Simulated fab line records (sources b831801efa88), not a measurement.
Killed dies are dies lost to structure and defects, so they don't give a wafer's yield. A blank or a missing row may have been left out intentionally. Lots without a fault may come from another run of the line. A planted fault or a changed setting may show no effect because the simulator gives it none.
A lot that was struck, set against a sound lot + flow sky130 + 14 steps out of a route of 708
Sound: these wafers, L187.2, L187.3, L187.4. Wafers struck: L208.1, L208.4, L208.6. Last of all comes the cause.
At each step with rows: each side's tool, then ch and its chambers, then its first start. Under that, the readings that differ: sound wafers + struck wafers + difference of the means + sigmas: that difference in standard deviations of wafers without a fault.
alike: words and numbers the same on both sides, and readings whose means are apart by under 2 such deviations; not compared: readings that were withheld, readings missing a value for some wafer, numbers with overlapping values and no deviation given by the record, and bounds like >300 which may hide the same value.
The two part at a step that has a row with sigmas, a row that says differs or no value, or rows on one side only. When numbers do not overlap yet have no deviation, they are printed without sigmas and do not part them. Lack of a reading on every wafer of one side parts them only where that side has two or more wafers.

first, 1 step without rows for these wafers: SKY_POLY_GATE_IMPLANT_02.
SKY_RES_PROTECT_STRIP_07: strips in O2/N2.
  sound on plasma-asher-01 ch 0,1, day 15 12:38; struck on plasma-asher-04 ch 1, day 23 04:10
  alike: drypump-motor-current-A, oes-product-au, strip-time-to-endpoint-s
  not compared: rf-hours-counter-h
SKY_RES_PROTECT_TW_MEAS_08:
  sound on film-metro-03, day 15 12:45; struck on film-metro-03, day 23 04:16
  alike: POLY_GATE_TW
then, 2 steps without rows for these wafers: SKY_RES_PROTECT_CLEAN_09 (cleans in SC1/SC2, time 150 s); SKY_POLY_GATE_CVD_03 (deposits Si3N4 from DCS/NH3, target thk 75 nm, time 1290 s).
SKY_POLY_GATE_THK_MEAS_04:
  sound on film-metro-01, day 15 14:54; struck on film-metro-02, day 23 05:44
  alike: POLY_GATE_CVD_03_THK
then, 6 steps without rows for these wafers: SKY_POLY_GATE_DEHYDRATE_05 (time 60 s); SKY_POLY_GATE_HMDS_06 (prime time 60 s); SKY_POLY_GATE_COAT_07 (resist thk 110 nm); SKY_POLY_GATE_COAT_08 (resist thk 450 nm); SKY_POLY_GATE_SOFTBAKE_09 (time 90 s); SKY_POLY_GATE_EXPOSE_10 (exposes mask P1M, target cd 150 nm).
SKY_POLY_GATE_PEB_11:
  struck on litho-track-04, day 24 11:00; sound on litho-track-02 ch 0, day 16 18:00
| reading         | sound          | struck | difference                    | sigmas |
|-----------------|----------------|--------|-------------------------------|--------|
| exhaust-pa (Pa) | 43.9 44.5 43.3 | - - -  | no value on the struck wafers |        |
  not compared: chill-plate-temp-C
then, 1 step without rows for these wafers: SKY_POLY_GATE_DEVELOP_12 (develop time 60 s).

== WHERE THEY PART ==
At SKY_POLY_GATE_PEB_11 and nowhere else, as far as this record goes.

WHY: whatever the simulator had introduced
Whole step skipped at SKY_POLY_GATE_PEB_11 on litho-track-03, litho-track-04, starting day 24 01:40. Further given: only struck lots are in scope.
